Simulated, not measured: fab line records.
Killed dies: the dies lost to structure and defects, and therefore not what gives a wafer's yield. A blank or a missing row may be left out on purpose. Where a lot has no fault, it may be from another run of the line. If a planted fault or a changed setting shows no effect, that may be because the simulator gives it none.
fab line records ; flow sky130
[record] lots = 5; wafers = 14; last_day = 49
route steps=708 shown METAL1@454 VIA1@458 PAD_OPEN@708
lots untouched by any fault: they come from a run of this same line in which no faults occurred
start_h: hours from the record's first day to the start of the lot's first wafer shown ; wait_h: hours from the lot's prior step to this one ; " same as the row above ; L1.1+2: a row that stands for several wafers ; - no value, or no start given ; * or withheld: withheld ; < > ~ a bound
route shown NAME@n: NAME is a module with steps in the file, n the number in the route of the first one ; usual: mean and standard deviation over wafers with no fault ; same: alike in all rows ; chamber/n: place in a boat ; sites: readings site by site ; _std_site: the values' standard deviation ; _edge_site: outer sites' mean less inner sites' ; radius_mm: how far each site lies from the wafer's centre ; mask NAME#n: copy n ; behind: tool/chamber where the wafer was last shaped ; hold: cause of the lot's hold/its duration in hours/its outcome ; device: which transistor (n, p or np) failed to switch ; end of line: the tests these same wafers got at the end of their route ; a step with no rows: only its recipe ; killed: not the wafer's yield, but the dies lost to structure and defects at the first sort ; map: dies across one wafer; x = killed, . = not, _ = none there
set.NAME: the setting that was run; set.NAME@STEP: the one run at that earlier step ; model.NAME: the simulator's own value behind a step, which no gauge read
lots at some steps of the route; a table a step, a row a wafer
services: a tool's chamber out of use, with start hour (start_h, from the record's first day; less than 0 if before it), hours out, and reason
[[steps]]
[step SKY_METAL1_STRIP_20]
[recipe] chemistry = O2/N2; power_w = 1400; pressure_mtorr = 1500; platen_temp_c = withheld; o2_flow_sccm = 3000; n2_flow_sccm = 300; overash_fraction = 0.5
[usual] drypump_motor_current_A = 5.5/0.38; oes_product_au = 0.343/0.0049; strip_time_to_endpoint_s = 2.68/0.037
lot.wafer;tool;chamber;start_h;wait_h;drypump_motor_current_A;oes_product_au;rf_hours_counter_h;strip_time_to_endpoint_s
L727.1;plasma_asher-04;0;767.01;0.1;6.1;0.339;89;2.66
L727.2;plasma_asher-04;1;767.01;0.1;5.6;0.343;89;2.73
L727.4;plasma_asher-04;0;767.01;0.1;6.1;0.346;-;2.64
L734.3;plasma_asher-03;1;827.51;0.1;5.0;0.339;-;2.59
L734.5;plasma_asher-03;1;827.51;0.1;5.0;0.338;-;2.68
L734.6;plasma_asher-03;0;827.51;0.1;5.5;0.355;-;2.65
L735.1;plasma_asher-03;1;833.11;0.1;4.9;0.340;73;2.70
L735.2;plasma_asher-03;0;833.11;0.1;5.4;0.345;73;2.73
L735.4;plasma_asher-03;1;833.11;0.1;4.9;0.347;-;2.68
L736.3;plasma_asher-03;0;853.36;0.1;5.5;0.340;-;2.74
L736.4;plasma_asher-03;1;853.36;0.1;5.0;0.338;-;2.66
L736.6;plasma_asher-03;1;853.36;0.1;5.0;0.337;-;2.70
L742.2;plasma_asher-01;1;886.71;0.1;5.6;0.337;46;2.72
L742.3;plasma_asher-01;1;886.71;0.1;5.5;0.346;-;2.72
[step SKY_METAL1_STRIP_21]
[recipe] chemistry = post_etch_residue_remover; time_s = 1200; temp_c = 72.5
[step SKY_METAL1_CLEAN_22]
[recipe] chemistry = IPA; time_s = 180; temp_c = 25
[step SKY_METAL1_CLEAN_23]
[recipe] chemistry = O3/DIW; dry = n2_spin
[step SKY_VIA1_HDPCVD_00]
[recipe] material = SiO2; target_thk_nm = 1030; sigma_open_frac = 0.3; time_s = 171.7; temp_c = 400; sih4_flow_sccm = 60; pressure_mtorr = 6
[step SKY_VIA1_THK_MEAS_01]
[recipe] reads = SiO2_of_VIA1_HDPCVD_00
[usual] VIA1_HDPCVD_THK = 1033/11
lot.wafer;tool;chamber;start_h;wait_h;VIA1_HDPCVD_THK[nm]
L727.1;film_metro-04;-;767.72;0.1;1024
L727.2;film_metro-04;-;767.72;0.1;1028
L727.4;film_metro-04;-;767.72;0.1;1025
L734.3;film_metro-01;-;828.23;0.1;1039
L734.5;film_metro-01;-;828.23;0.1;1018
L734.6;film_metro-01;-;828.23;0.1;1033
L735.1;film_metro-04;-;833.82;0.1;1025
L735.2;film_metro-04;-;833.82;0.1;1015
L735.4;film_metro-04;-;833.82;0.1;1026
L736.3;film_metro-01;-;854.05;0.1;1033
L736.4;film_metro-01;-;854.05;0.1;1013
L736.6;film_metro-01;-;854.05;0.1;1042
L742.2;film_metro-03;-;887.43;0.1;1034
L742.3;film_metro-03;-;887.43;0.1;1032
[step SKY_VIA1_CMP_02]
[recipe] material = SiO2; down_force_psi = 4; platen_rpm = 60; pad_velocity_m_s = 0.94248
[usual] edge_zone_pressure_frac = 1.000/0.005; motor_current_A = 12.2/0.79
lot.wafer;tool;chamber;start_h;wait_h;edge_zone_pressure_frac;motor_current_A
L727.1;cmp-02;2;767.92;0.2;1.001;12.1
L727.4;cmp-02;0;767.92;0.2;1.006;12.6
L727.2;cmp-02;1;767.92;0.2;1.003;12.6
L734.3;cmp-01;1;828.32;0.1;0.992;11.6
L734.5;cmp-01;0;828.32;0.1;1.007;12.7
L734.6;cmp-01;1;828.32;0.1;0.995;11.4
L735.2;cmp-02;1;833.88;0.0;0.997;12.3
L735.1;cmp-02;2;833.88;0.0;1.005;12.1
L735.4;cmp-02;3;833.88;0.0;0.999;11.4
L736.4;cmp-02;2;854.09;0.0;1.002;12.6
L736.3;cmp-02;0;854.09;0.0;1.002;12.7
L736.6;cmp-02;3;854.09;0.0;0.996;12.1
L742.2;cmp-01;3;887.48;0.0;1.007;9.8
L742.3;cmp-01;1;887.48;0.0;1.000;11.7
[step SKY_VIA1_BOW_MEAS_03]
[recipe] mode = bow
[usual] VIA1_BOW = 82/6.5
lot.wafer;tool;chamber;start_h;wait_h;VIA1_BOW[um]
L727.1;film_metro-01;-;768.22;0.2;79
L727.2;film_metro-01;-;768.22;0.2;78
L727.4;film_metro-01;-;768.22;0.2;85
L734.3;film_metro-01;-;828.61;0.2;77
L734.5;film_metro-01;-;828.61;0.2;86
L734.6;film_metro-01;-;828.61;0.2;81
L735.1;film_metro-01;-;834.18;0.2;86
L735.2;film_metro-01;-;834.18;0.2;86
L735.4;film_metro-01;-;834.18;0.2;77
L736.3;film_metro-01;-;854.43;0.2;83
L736.4;film_metro-01;-;854.43;0.2;79
L736.6;film_metro-01;-;854.43;0.2;84
L742.2;film_metro-03;-;887.80;0.3;85
L742.3;film_metro-03;-;887.80;0.3;96
[step SKY_VIA1_DEHYDRATE_04]
[recipe] temp_c = 200; time_s = 60
[step SKY_VIA1_HMDS_05]
[recipe] prime_time_s = 60; prime_temp_c = 120
[step SKY_VIA1_COAT_06]
[recipe] resist = BARC; temp_c = withheld; time_s = withheld; spin_rpm = 3000; resist_thk_nm = 60
[step SKY_VIA1_COAT_07]
[recipe] resist = KrF-thick; spin_rpm = 3000; resist_thk_nm = 450
[step SKY_VIA1_SOFTBAKE_08]
[recipe] temp_c = 100; time_s = 90; resist = KrF-thick
[usual] heater_power_total_W = 57.36/0.11; run_length_s = 119.19/0.1
lot.wafer;tool;chamber;start_h;wait_h;heater_power_total_W;run_length_s
L727.1;litho_track-03;0;781;-;57.32;119.17
L727.2;litho_track-03;0;781;-;57.39;119.16
L727.4;litho_track-03;0;781;-;57.23;119.12
L734.3;litho_track-03;0;841;-;57.48;119.16
L734.5;litho_track-03;0;841;-;57.15;119.13
L734.6;litho_track-03;0;842;-;57.29;119.17
L735.1;litho_track-03;0;847;-;57.52;119.08
L735.2;litho_track-03;0;848;-;57.61;119.28
L735.4;litho_track-03;0;848;-;57.16;119.00
L736.3;litho_track-02;0;867;-;57.37;119.27
L736.4;litho_track-02;0;867;-;57.37;119.17
L736.6;litho_track-02;0;867;-;57.41;119.20
L742.2;litho_track-02;0;900;-;57.19;119.30
L742.3;litho_track-02;0;900;-;61.74;99.80
[step SKY_VIA1_EXPOSE_09]
[recipe] mask_id = VIM; na = 0.8; source_shape = annular; sigma_inner = 0.55; sigma_outer = 0.85; target_cd_nm = 150; dose_mj = 38
[step SKY_PAD_OPEN_PROBE_99]
[usual] defect_limited_yield = 82.2/1.9; killed_at_M0_to_M3 = 43/6.5; killed_at_M4_up = 3.5/1.9; killed_at_contacts = 24/5.4; killed_at_front_end = 16/4.8; killed_at_other = 0.4/0.64; killed_dies = 87/9.4; killed_open = 47/7; killed_short = 40/6.3; sort_bin_3_pad_short = 0.9/0.4; sort_bin_5_function = 10.5/1.4; sort_bin_6_memory = 6.3/1.1; sort_n_pass = 405/9.4; sort_yield_pct = 82.2/1.9
[same] gross_dies = 492; killed_at_back_side = 0; sort_bin_4_leakage[%] = 0; sort_bin_8_speed[%] = 0
lot.wafer;tool;chamber;start_h;wait_h;defect_limited_yield[%];killed_at_M0_to_M3;killed_at_M4_up;killed_at_contacts;killed_at_front_end;killed_at_other;killed_dies;killed_open;killed_short;sort_bin_3_pad_short[%];sort_bin_5_function[%];sort_bin_6_memory[%];sort_n_pass;sort_yield_pct[%]
L734.3;prober-01;-;1124.61;0.2;81.9;46;3;27;11;2;89;49;40;0.8;12.0;5.3;403;81.9
L734.5;prober-01;-;1124.71;0.2;81.1;48;1;32;12;0;93;49;44;0.4;11.6;6.9;399;81.1
L734.6;prober-01;-;1124.76;0.2;84.3;41;4;25;7;0;77;44;33;0.6;9.3;5.7;415;84.3
L735.1;prober-02;-;1126.81;0.1;85.4;37;3;17;15;0;72;38;34;0.6;8.3;5.7;420;85.4
L735.2;prober-02;-;1126.86;0.1;82.9;40;2;25;16;1;84;46;38;1.2;11.2;4.7;408;82.9
L735.4;prober-02;-;1126.96;0.2;80.7;44;7;28;16;0;95;54;40;1.2;10.8;7.3;397;80.7
L736.3;prober-01;-;1143.41;0.2;80.5;53;5;26;12;0;96;44;52;1.0;11.4;7.1;396;80.5
L736.4;prober-01;-;1143.46;0.2;84.8;36;4;19;15;1;75;35;37;0.8;8.9;5.5;417;84.8
// killed by level:class
L734.3 CONTACT:geometric_particle:open=11 VIA1:geometric_particle:open=9 LI_CONTACT:geometric_particle:open=7 METAL1:geometric_particle:short=7 METAL2:geometric_particle:short=7 VIA3:geometric_particle:open=7 POLY_GATE:geometric_particle:open=4 LOCAL_INTERCONNECT:geometric_particle:short=4
L734.5 VIA1:geometric_particle:open=13 CONTACT:geometric_particle:open=10 LI_CONTACT:geometric_particle:open=9 VIA1:geometric_particle:short=9 VIA3:geometric_particle:open=7 CONTACT:geometric_particle:short=6 POLY_GATE:geometric_particle:short=5 METAL2:geometric_particle:short=5
L734.6 CONTACT:geometric_particle:open=12 VIA1:geometric_particle:open=11 VIA2:geometric_particle:open=7 METAL1:geometric_particle:short=6 LI_CONTACT:geometric_particle:open=5 CONTACT:geometric_particle:short=4 VIA1:geometric_particle:short=4 METAL2:geometric_particle:short=4
L735.1 VIA1:geometric_particle:open=9 VIA2:geometric_particle:open=8 CONTACT:geometric_particle:open=8 FIELD_ISO:geometric_particle:short=6 LI_CONTACT:geometric_particle:open=5 VIA3:geometric_particle:open=5 VIA2:geometric_particle:short=4 LOCAL_INTERCONNECT:geometric_particle:short=3
L735.2 LI_CONTACT:geometric_particle:open=11 POLY_GATE:geometric_particle:short=7 CONTACT:geometric_particle:open=7 VIA1:geometric_particle:open=7 VIA2:geometric_particle:open=6 METAL2:geometric_particle:short=6 METAL1:geometric_particle:short=5 FIELD_ISO:geometric_particle:open=3
L735.4 CONTACT:geometric_particle:open=14 VIA1:geometric_particle:open=8 METAL2:geometric_particle:short=7 LI_CONTACT:geometric_particle:open=6 VIA1:geometric_particle:short=6 VIA3:geometric_particle:open=6 VIA2:geometric_particle:open=5 SPACER:geometric_particle:open=4
L736.3 VIA2:geometric_particle:open=9 CONTACT:geometric_particle:open=8 METAL2:geometric_particle:short=8 VIA1:geometric_particle:open=7 METAL1:geometric_particle:short=7 LI_CONTACT:geometric_particle:open=6 CONTACT:geometric_particle:short=6 VIA3:geometric_particle:open=6
L736.4 LI_CONTACT:geometric_particle:open=7 VIA1:geometric_particle:open=7 CONTACT:geometric_particle:open=7 METAL3:geometric_particle:short=6 VIA1:geometric_particle:short=5 METAL2:geometric_particle:short=4 METAL1:geometric_particle:short=4 FIELD_ISO:geometric_particle:short=3
[[services]]
tool;chamber;start_h;hours;kind
cmp-02;-;743.57;1.6;repair
cmp-01;-;745.76;4.0;pm
cmp-01;-;745.77;0.9;repair
cmp-01;-;749.76;-;consumable_replace:conditioner
cmp-01;-;749.76;-;consumable_replace:pad
plasma_asher-01;-;750.92;2.8;pm
plasma_asher-03;-;756.18;14.6;pm
cmp-01;-;759.12;1.3;repair
cmp-02;-;786.64;30.2;repair
cmp-02;-;804.44;1.9;repair
plasma_asher-01;-;813.90;14.6;pm
cmp-02;-;815.79;3.2;repair
plasma_asher-04;-;817.59;1.6;repair
plasma_asher-04;-;839.36;3.5;repair
cmp-01;-;849.92;7.5;pm
cmp-02;-;887.99;2.6;repair
plasma_asher-03;-;889.01;2.0;repair
[[key]]
[first_sign] step = SKY_VIA1_SOFTBAKE_08; reading = run_length_s; direction = down; sigmas = 99+; usual = *; struck = *
[effect] step = SKY_VIA1_SOFTBAKE_08; reading = heater_power_total_W; direction = up; sigmas = 40; usual = *; struck = *
met_at SKY_VIA1_SOFTBAKE_08
struck_wafers L742.3
onset_between 867 900
[fault] kind = process_parameter_drift; tool = litho_track-02; chamber = -; onset_h = 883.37; steps = SKY_VIA1_SOFTBAKE_08; channel = time_s; offset = *; shape = step; end_h = 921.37; scope = struck_wafers_only; acts_in = *; stated = *
